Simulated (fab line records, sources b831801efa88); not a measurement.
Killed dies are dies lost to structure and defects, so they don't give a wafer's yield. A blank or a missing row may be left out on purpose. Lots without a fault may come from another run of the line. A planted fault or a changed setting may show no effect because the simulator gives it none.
fab line records | flow sky130
record lots=6 wafers=18 last_day=50
route steps=708 shown VT_ADJUST_LVTN@104 VT_ADJUST_NCORE@119 PAD_OPEN@708
lots that met no fault: from a run of the same line without faults
start_h: hours from the record's first day to the start of the lot's first wafer shown | wait_h: hours since the lot's step before | " the same as in the row above | L1.1+2: a row that stands for several wafers | - no value, or no start given | * or withheld: withheld | < > ~ a bound
route shown NAME@n: a module of which the file shows steps, and the number in the route of the first | usual: mean/standard deviation of fault-free wafers | same: alike in all rows | chamber/n: place in a boat | sites: the reading at each site | _std_site: their standard deviation | _edge_site: outer sites' mean less inner sites' | radius_mm: how far each site lies from the wafer's centre | mask NAME#n: copy n | behind: the tool/chamber that last shaped the wafer | hold: why the lot was held/for how many hours/how that ended | device: the transistor (n, p or np) that didn't switch | end of line: the same wafers' tests at the end of the route | a step without rows: its recipe alone | killed: dies lost to structure and defects at the first sort, not the wafer's yield | map: a wafer's dies, x killed, . not, _ none there
set.NAME: the setting as run; set.NAME@STEP: as run at that earlier step | model.NAME: the simulator's own value behind a step, which no gauge read
lots at some steps of the route; a table a step, a row a wafer
services: from which hour (start_h, from the record's first day; less than 0 if before it) a tool's chamber was out of use, for how many hours, and why
## steps
# step SKY_VT_ADJUST_LVTN_OVL_MEAS_07
# usual VT_ADJUST_LVTN_OVL=-1.0/1.4
# columns lot.wafer tool chamber start_h wait_h VT_ADJUST_LVTN_OVL[nm]
L597.3 overlay-02 - 165.50 - -1.1
L597.4 " - " " -1.8
L597.5 " - " " -2.3
L599.1 overlay-02 - 182.50 - -1.6
L599.5 " - " " -2.0
L599.6 " - " " -0.8
L605.1 overlay-01 - 222.04 - -1.6
L605.3 " - " " -1.7
L605.6 " - " " -1.4
L608.1 overlay-01 - 246.24 - 0.0
L608.2 " - " " 0.8
L608.6 " - " " -0.1
L613.2 overlay-01 - 273.21 - 1.0
L613.4 " - " " 0.7
L613.6 " - " " 0.8
L614.2 overlay-01 - 290.01 - -0.4
L614.3 " - " " -0.3
L614.5 " - " " -0.3
# step SKY_VT_ADJUST_LVTN_IMPLANT_08
# recipe species=B energy_kev=30 dose_cm2=1.57e+12 tilt_deg=withheld
# step SKY_VT_ADJUST_LVTN_STRIP_09
# recipe chemistry=O2/N2 power_w=1400 pressure_mtorr=1500 platen_temp_c=withheld o2_flow_sccm=3000 n2_flow_sccm=300 overash_fraction=0.5
# usual drypump_motor_current_A=6.08/0.22 o2_flow_sccm=2999/10 oes_product_au=0.723/0.0043 strip_time_to_endpoint_s=36.92/0.088
# columns lot.wafer tool chamber start_h wait_h drypump_motor_current_A o2_flow_sccm oes_product_au rf_hours_counter_h strip_time_to_endpoint_s
L597.3 plasma_asher-03 0 165.71 0.1 5.71 3002 0.728 - 36.95
L597.4 " 1 " " 6.18 2992 0.721 - 36.89
L597.5 " 0 " " 5.72 3020 0.719 - 36.79
L599.1 plasma_asher-03 0 182.69 0.1 5.70 3016 0.730 6 36.96
L599.5 " 1 " " 6.19 3019 0.720 - 36.88
L599.6 " 0 " " 5.71 2989 0.723 - 36.88
L605.1 plasma_asher-02 1 222.23 0.1 6.33 2982 0.723 42 36.98
L605.3 " 1 " " 6.34 2989 0.718 - 37.01
L605.6 " 1 " " 6.34 2989 0.730 - 36.96
L608.1 plasma_asher-03 0 246.43 0.1 5.69 3012 0.734 11 36.93
L608.2 " 1 " " 6.19 3001 0.725 11 36.99
L608.6 " 1 " " 6.17 3001 0.726 - 36.93
L613.2 plasma_asher-03 1 273.39 0.1 6.17 2989 0.724 14 36.96
L613.4 " 1 " " 6.18 2978 0.727 - 36.93
L613.6 " 1 " " 6.16 2994 0.730 - 36.91
L614.2 plasma_asher-02 1 290.19 0.1 6.34 2987 0.727 49 36.93
L614.3 " 1 " " 6.33 2990 0.721 - 36.92
L614.5 " 1 " " 6.30 2997 0.717 - 36.78
# step SKY_VT_ADJUST_LVTN_TW_MEAS_10
# usual VT_ADJUST_LVTN_TW=241.0/2.8
# columns lot.wafer tool chamber start_h wait_h VT_ADJUST_LVTN_TW
L597.3 film_metro-03 - 165.80 0.1 238.5
L597.4 " - " " 239.0
L597.5 " - " " 238.2
L599.1 film_metro-03 - 182.79 0.1 239.6
L599.5 " - " " 240.0
L599.6 " - " " 239.4
L605.1 film_metro-04 - 222.33 0.1 244.3
L605.3 " - " " 242.9
L605.6 " - " " 243.8
L608.1 film_metro-04 - 246.53 0.1 242.7
L608.2 " - " " 245.3
L608.6 " - " " 244.9
L613.2 film_metro-04 - 273.50 0.1 244.5
L613.4 " - " " 245.3
L613.6 " - " " 246.0
L614.2 film_metro-03 - 290.30 0.1 238.5
L614.3 " - " " 238.5
L614.5 " - " " 239.3
# step SKY_VT_ADJUST_LVTN_DEHYDRATE_11
# recipe temp_c=200 time_s=60
# step SKY_VT_ADJUST_LVTN_HMDS_12
# recipe prime_time_s=60 prime_temp_c=120
# step SKY_VT_ADJUST_LVTN_COAT_13
# recipe resist=NOVOLAK spin_rpm=3000 resist_thk_nm=1140
# step SKY_VT_ADJUST_LVTN_SOFTBAKE_14
# recipe temp_c=90 time_s=60 resist=NOVOLAK
# step SKY_VT_ADJUST_LVTN_EXPOSE_15
# recipe mask_id=HVN_STD_DERIVED na=0.6 source_shape=conventional sigma_outer=0.6 polarization=unpolarized target_cd_nm=600 dose_mj=163
# step SKY_VT_ADJUST_LVTN_PEB_16
# recipe temp_c=withheld time_s=* resist=NOVOLAK
# step SKY_VT_ADJUST_LVTN_DEVELOP_17
# recipe resist=NOVOLAK developer=TMAH develop_time_s=60 dev_temp_c=23
# step SKY_VT_ADJUST_LVTN_OVL_MEAS_18
# usual VT_ADJUST_LVTN_01_OVL=0.3/1.6
# columns lot.wafer tool chamber start_h wait_h VT_ADJUST_LVTN_01_OVL[nm]
L597.3 overlay-02 - 186.87 0.1 0.8
L597.4 " - " " 2.3
L597.5 " - " " 1.0
L599.1 overlay-01 - 205.39 0.1 1.2
L599.5 " - " " -0.2
L599.6 " - " " 0.5
L605.1 overlay-01 - 244.74 0.1 -0.3
L605.3 " - " " 1.3
L605.6 " - " " 0.1
L608.1 overlay-02 - 270.29 0.1 1.3
L608.2 " - " " 1.8
L608.6 " - " " 1.3
L613.2 overlay-01 - 298.40 0.1 -0.1
L613.4 " - " " -0.5
L613.6 " - " " 1.7
L614.2 overlay-01 - 315.10 0.1 0.8
L614.3 " - " " 0.8
L614.5 " - " " 2.4
# step SKY_VT_ADJUST_LVTN_IMPLANT_19
# recipe species=B energy_kev=30 dose_cm2=6.5e+11 tilt_deg=withheld
# usual dose_ions_cm2=6.502e+11/7.2e+08 faraday_current_uA=3.68/0.073
# columns lot.wafer tool chamber start_h wait_h dose_ions_cm2 faraday_current_uA
L597.3 implanter-04 0 186.94 0.1 6.506e+11 3.70
L597.4 " 0 " " 6.497e+11 3.75
L597.5 " 0 " " 6.494e+11 3.62
L599.1 implanter-01 0 205.43 0.0 6.505e+11 3.85
L599.5 " 0 " " 6.508e+11 3.76
L599.6 " 0 " " 6.502e+11 3.65
L605.1 implanter-04 0 244.78 0.0 4.49e+11 2.44
L605.3 " 0 " " 4.49e+11 2.56
L605.6 " 0 " " 4.483e+11 2.57
L608.1 implanter-04 0 270.33 0.0 4.475e+11 2.58
L608.2 " 0 " " 4.488e+11 2.56
L608.6 " 0 " " 4.476e+11 2.44
L613.2 implanter-01 0 298.45 0.0 6.497e+11 3.58
L613.4 " 0 " " 6.504e+11 3.58
L613.6 " 0 " " 6.499e+11 3.68
L614.2 implanter-03 0 315.15 0.0 6.499e+11 3.56
L614.3 " 0 " " 6.502e+11 3.66
L614.5 " 0 " " 6.493e+11 3.71
# step SKY_VT_ADJUST_LVTN_STRIP_20
# recipe chemistry=O2/N2 power_w=1400 pressure_mtorr=1500 platen_temp_c=withheld o2_flow_sccm=3000 n2_flow_sccm=300 overash_fraction=0.5
# usual drypump_motor_current_A=6.12/0.19 o2_flow_sccm=2998/9 oes_product_au=0.715/0.0045 strip_time_to_endpoint_s=14.16/0.039
# columns lot.wafer tool chamber start_h wait_h drypump_motor_current_A o2_flow_sccm oes_product_au rf_hours_counter_h strip_time_to_endpoint_s
L597.3 plasma_asher-02 1 187.07 0.1 6.34 2998 0.712 - 14.13
L597.4 " 0 " " 6.05 3000 0.716 - 14.13
L597.5 " 0 " " 6.06 2988 0.714 - 14.16
L599.1 plasma_asher-03 0 205.58 0.1 5.71 2997 0.719 8 14.12
L599.5 " 1 " " 6.17 3006 0.711 - 14.16
L599.6 " 0 " " 5.71 3010 0.726 - 14.15
L605.1 plasma_asher-03 0 244.93 0.1 5.70 2988 0.717 11 14.20
L605.3 " 0 " " 5.70 2999 0.705 - 14.17
L605.6 " 1 " " 6.18 3022 0.725 - 14.18
L608.1 plasma_asher-03 0 270.48 0.1 5.71 2980 0.716 14 14.17
L608.2 " 1 " " 6.19 2983 0.722 14 14.17
L608.6 " 1 " " 6.20 3007 0.714 - 14.16
L613.2 plasma_asher-04 1 298.58 0.1 6.10 2972 0.717 59 14.18
L613.4 " 0 " " 6.23 3005 0.717 - 14.19
L613.6 " 0 " " 6.24 3006 0.720 - 14.18
L614.2 plasma_asher-02 1 315.28 0.1 6.38 3004 0.711 52 14.17
L614.3 " 0 " " 6.07 2993 0.712 - 14.17
L614.5 " 0 " " 6.06 2999 0.717 - 14.19
# step SKY_VT_ADJUST_LVTN_TW_MEAS_21
# usual VT_ADJUST_LVTN_2_TW=187.5/2.2
# columns lot.wafer tool chamber start_h wait_h VT_ADJUST_LVTN_2_TW
L597.3 film_metro-04 - 187.16 0.1 190.5
L597.4 " - " " 189.1
L597.5 " - " " 190.2
L599.1 film_metro-02 - 205.68 0.1 185.4
L599.5 " - " " 185.4
L599.6 " - " " 185.1
L605.1 film_metro-03 - 245.03 0.1 167.4
L605.3 " - " " 168.1
L605.6 " - " " 168.0
L608.1 film_metro-04 - 270.58 0.1 171.2
L608.2 " - " " 173.1
L608.6 " - " " 172.3
L613.2 film_metro-04 - 298.69 0.1 190.7
L613.4 " - " " 190.6
L613.6 " - " " 191.0
L614.2 film_metro-04 - 315.39 0.1 189.1
L614.3 " - " " 189.2
L614.5 " - " " 190.0
# step SKY_VT_ADJUST_NCORE_DEHYDRATE_00
# recipe temp_c=200 time_s=60
# step SKY_PAD_OPEN_PROBE_99
# usual killed_at_M0_to_M3=43/6.8 killed_at_M4_up=3.3/2.1 killed_at_contacts=24/5 killed_at_front_end=15/4.4 killed_at_other=0.3/0.57 killed_dies=86/9.7 killed_open=47/7.3 killed_short=39/6.1
# same gross_dies=492 killed_at_back_side=0
# columns lot.wafer tool chamber start_h wait_h killed_at_M0_to_M3 killed_at_M4_up killed_at_contacts killed_at_front_end killed_at_other killed_dies killed_open killed_short model.etest.res_pwell_under_gate.rs_ohm_sq model.etest.nfet_g5v0d10v5.body_rise_v model.etest.nfet_16v.body_rise_v model.etest.nfet_g5v0d10v5.vt_sat_v model.etest.nfet_g5v0d10v5.vt_v model.etest.nfet_16v.vt_v model.etest.nfet_g5v0d10v5.vt_long_v
L597.3 prober-02 - 1103.69 0.2 47 2 27 17 0 93 59 34 2290 0.6856 0.6788 0.7683 0.8274 0.7711 0.8155
L597.4 prober-02 - 1103.74 0.2 39 5 25 19 0 88 53 35 2289 0.6807 0.674 0.762 0.8224 0.7713 0.8139
L597.5 prober-02 - 1103.79 0.2 29 2 28 9 0 68 39 29 2286 0.6823 0.6734 0.7644 0.8253 0.7761 0.8204
L599.1 prober-02 - 1120.82 0.1 40 1 26 11 0 78 43 35 2276 0.6534 0.6464 0.751 0.8126 0.7512 0.7947
L599.5 prober-02 - 1121.02 0.2 39 3 19 16 0 77 33 44 2294 0.6646 0.6573 0.7589 0.8163 0.759 0.8027
L599.6 prober-02 - 1121.07 0.2 49 3 23 18 1 94 59 34 2277 0.6521 0.6443 0.7534 0.8119 0.7517 0.7928
L605.1 prober-02 - 1150.95 0.1 44 7 23 27 0 101 56 45 2312 0.6479 0.6403 0.7373 0.8055 0.7535 0.8015
L605.3 prober-02 - 1151.05 0.2 45 1 28 15 1 90 47 43 2302 0.6527 0.6447 0.7477 0.8147 0.7659 0.8142
L605.6 prober-02 - 1151.20 0.2 38 6 21 13 0 78 43 35 2332 0.6478 0.6393 0.7429 0.8089 0.7579 0.8057
L608.1 prober-01 - 1169.18 0.1 49 2 15 14 0 80 43 37 2322 0.6524 0.6424 0.7469 0.8156 0.7688 0.8127
L608.2 prober-01 - 1169.23 0.1 51 1 23 7 1 83 51 31 2322 0.656 0.6501 0.7425 0.8124 0.7723 0.8179
L608.6 prober-01 - 1169.43 0.2 46 2 19 17 0 84 52 32 2327 0.6618 0.6537 0.7514 0.8198 0.7743 0.8209
L613.2 prober-02 - 1186.76 0.1 48 4 25 17 0 94 55 39 2273 0.6754 0.6658 0.7678 0.826 0.7695 0.8126
L613.4 prober-02 - 1186.86 0.2 44 4 31 18 0 97 54 43 2294 0.6734 0.668 0.7712 0.8278 0.7692 0.8141
L613.6 prober-02 - 1186.96 0.2 33 0 15 21 0 69 33 36 2288 0.6798 0.6708 0.7565 0.8155 0.7627 0.8064
L614.2 prober-01 - 1195.20 0.1 53 4 26 20 0 103 59 44 2285 0.6699 0.6606 0.7608 0.8188 0.7581 0.8041
L614.3 prober-01 - 1195.25 0.2 49 4 16 17 0 86 41 44 2290 0.6834 0.6744 0.7718 0.8292 0.7787 0.8256
L614.5 prober-01 - 1195.35 0.2 51 3 19 25 0 98 54 42 2295 0.6843 0.676 0.7654 0.8217 0.7744 0.8216
# killed by level:class
L597.3 CONTACT:geometric_particle:open=18 VIA1:geometric_particle:open=11 VIA3:geometric_particle:open=7 METAL1:geometric_particle:short=7 VIA1:geometric_particle:short=6 SPACER:geometric_particle:open=4 VIA2:geometric_particle:open=4 FIELD_ISO:geometric_particle:open=3
L597.4 CONTACT:geometric_particle:open=11 FIELD_ISO:geometric_particle:open=8 VIA1:geometric_particle:open=7 VIA2:geometric_particle:open=7 LOCAL_INTERCONNECT:geometric_particle:short=5 CONTACT:geometric_particle:short=5 METAL2:geometric_particle:short=4 VIA2:geometric_particle:short=4
L597.5 CONTACT:geometric_particle:open=11 METAL1:geometric_particle:short=8 LI_CONTACT:geometric_particle:open=5 LI_CONTACT:geometric_particle:short=5 VIA1:geometric_particle:open=5 VIA2:geometric_particle:open=4 FIELD_ISO:geometric_particle:short=3 VIA3:geometric_particle:open=3
L599.1 CONTACT:geometric_particle:open=10 VIA1:geometric_particle:open=10 LI_CONTACT:geometric_particle:open=7 METAL2:geometric_particle:short=6 VIA1:geometric_particle:short=5 CONTACT:geometric_particle:short=4 METAL1:geometric_particle:short=4 VIA2:geometric_particle:open=4
L599.5 CONTACT:geometric_particle:open=8 POLY_GATE:geometric_particle:short=6 VIA1:geometric_particle:short=6 VIA1:geometric_particle:open=6 VIA2:geometric_particle:short=6 METAL2:geometric_particle:short=5 METAL3:geometric_particle:short=5 VIA3:geometric_particle:open=5
L599.6 VIA3:geometric_particle:open=11 VIA1:geometric_particle:open=10 CONTACT:geometric_particle:open=9 VIA2:geometric_particle:open=8 POLY_GATE:geometric_particle:open=6 CONTACT:geometric_particle:short=5 VIA1:geometric_particle:short=5 LI_CONTACT:geometric_particle:open=4
L605.1 CONTACT:geometric_particle:open=12 POLY_GATE:geometric_particle:open=9 FIELD_ISO:geometric_particle:open=7 METAL4:geometric_particle:short=7 VIA1:geometric_particle:open=7 FIELD_ISO:geometric_particle:short=6 METAL1:geometric_particle:short=6 METAL2:geometric_particle:short=6
L605.3 CONTACT:geometric_particle:open=10 METAL2:geometric_particle:short=8 LI_CONTACT:geometric_particle:open=8 VIA3:geometric_particle:open=8 VIA1:geometric_particle:short=7 VIA1:geometric_particle:open=7 LOCAL_INTERCONNECT:geometric_particle:short=5 METAL1:geometric_particle:short=4
L605.6 VIA2:geometric_particle:open=10 CONTACT:geometric_particle:open=9 VIA1:geometric_particle:open=6 FIELD_ISO:geometric_particle:open=5 LI_CONTACT:geometric_particle:open=5 METAL1:geometric_particle:short=4 VIA3:geometric_particle:short=4 POLY_GATE:geometric_particle:open=3
L608.1 VIA2:geometric_particle:open=10 VIA1:geometric_particle:open=8 METAL1:geometric_particle:short=6 VIA1:geometric_particle:short=6 VIA3:geometric_particle:open=6 LI_CONTACT:geometric_particle:open=5 CONTACT:geometric_particle:open=5 METAL2:geometric_particle:short=5
L608.2 VIA1:geometric_particle:open=16 CONTACT:geometric_particle:open=11 VIA2:geometric_particle:open=8 VIA1:geometric_particle:short=7 METAL2:geometric_particle:short=6 CONTACT:geometric_particle:short=5 VIA3:geometric_particle:open=5 LI_CONTACT:geometric_particle:open=4
L608.6 VIA1:geometric_particle:open=14 CONTACT:geometric_particle:open=10 POLY_GATE:geometric_particle:open=7 VIA1:geometric_particle:short=7 VIA3:geometric_particle:open=7 METAL1:geometric_particle:short=5 FIELD_ISO:geometric_particle:short=3 LI_CONTACT:geometric_particle:open=3
L613.2 VIA3:geometric_particle:open=10 CONTACT:geometric_particle:open=8 VIA1:geometric_particle:open=8 LI_CONTACT:geometric_particle:open=7 METAL2:geometric_particle:short=7 METAL1:geometric_particle:short=7 LOCAL_INTERCONNECT:geometric_particle:short=6 VIA2:geometric_particle:open=5
L613.4 VIA1:geometric_particle:open=14 LI_CONTACT:geometric_particle:open=9 CONTACT:geometric_particle:open=9 POLY_GATE:geometric_particle:open=6 VIA2:geometric_particle:open=6 CONTACT:geometric_particle:short=5 LOCAL_INTERCONNECT:geometric_particle:short=5 METAL1:geometric_particle:short=4
L613.6 VIA1:geometric_particle:open=10 FIELD_ISO:geometric_particle:short=8 CONTACT:geometric_particle:open=7 METAL1:geometric_particle:short=6 METAL3:geometric_particle:short=6 POLY_GATE:geometric_particle:short=4 LI_CONTACT:geometric_particle:open=4 VIA1:geometric_particle:short=4
L614.2 VIA1:geometric_particle:open=12 VIA2:geometric_particle:open=12 LI_CONTACT:geometric_particle:open=9 CONTACT:geometric_particle:open=9 VIA1:geometric_particle:short=8 VIA3:geometric_particle:open=6 FIELD_ISO:geometric_particle:open=5 FIELD_ISO:geometric_particle:short=5
L614.3 CONTACT:geometric_particle:open=10 VIA1:geometric_particle:open=8 VIA3:geometric_particle:open=8 POLY_GATE:geometric_particle:short=6 METAL1:geometric_particle:short=6 VIA1:geometric_particle:short=6 VIA2:geometric_particle:open=5 METAL2:geometric_particle:short=4
L614.5 VIA1:geometric_particle:short=11 VIA1:geometric_particle:open=11 CONTACT:geometric_particle:open=10 POLY_GATE:geometric_particle:open=8 VIA3:geometric_particle:open=6 FIELD_ISO:geometric_particle:open=5 POLY_GATE:geometric_particle:short=5 VIA3:geometric_particle:short=4
## services
# columns tool chamber start_h hours kind
implanter-04 - 149.99 5.5 repair
implanter-04 - 161.93 5.4 pm
plasma_asher-04 - 197.05 28.1 pm
plasma_asher-03 - 229.38 14.1 repair
implanter-01 - 235.98 5.3 repair
implanter-04 - 262.56 2.2 repair
implanter-03 - 290.48 4.1 pm
implanter-03 - 295.43 5.0 repair
## key
first_sign step=SKY_VT_ADJUST_LVTN_IMPLANT_19 reading=dose_ions_cm2 direction=down sigmas=99+ usual=* struck=*
effect step=SKY_VT_ADJUST_LVTN_IMPLANT_19 reading=faraday_current_uA direction=down sigmas=16 usual=3.68 struck=2.52
effect step=SKY_VT_ADJUST_LVTN_TW_MEAS_21 reading=VT_ADJUST_LVTN_2_TW direction=down sigmas=7.8 usual=187.5 struck=170.0
model_effect step=SKY_PAD_OPEN_PROBE_99 value=etest.res_pwell_under_gate.rs_ohm_sq without=2281 struck=2319
met_at SKY_VT_ADJUST_LVTN_IMPLANT_19
struck_wafers L605.1,L605.3,L605.6,L608.1,L608.2,L608.6
tester_left_out L605,L608
onset_between 186.94 244.78
fault kind=process_parameter_drift tool=implanter-04 chamber=- onset_h=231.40 steps=SKY_VT_ADJUST_LVTN_IMPLANT_19 channel=dose_cm2 offset=* shape=step end_h=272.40 acts_in=* stated=*
# tester_left_out: of these lots the tester's yield and bins aren't shown, on N5 and GAA mostly nor the transistor test; their killed dies are dies lost to structure and defects alone, not to doping, threshold or leakage, so they don't give the yield
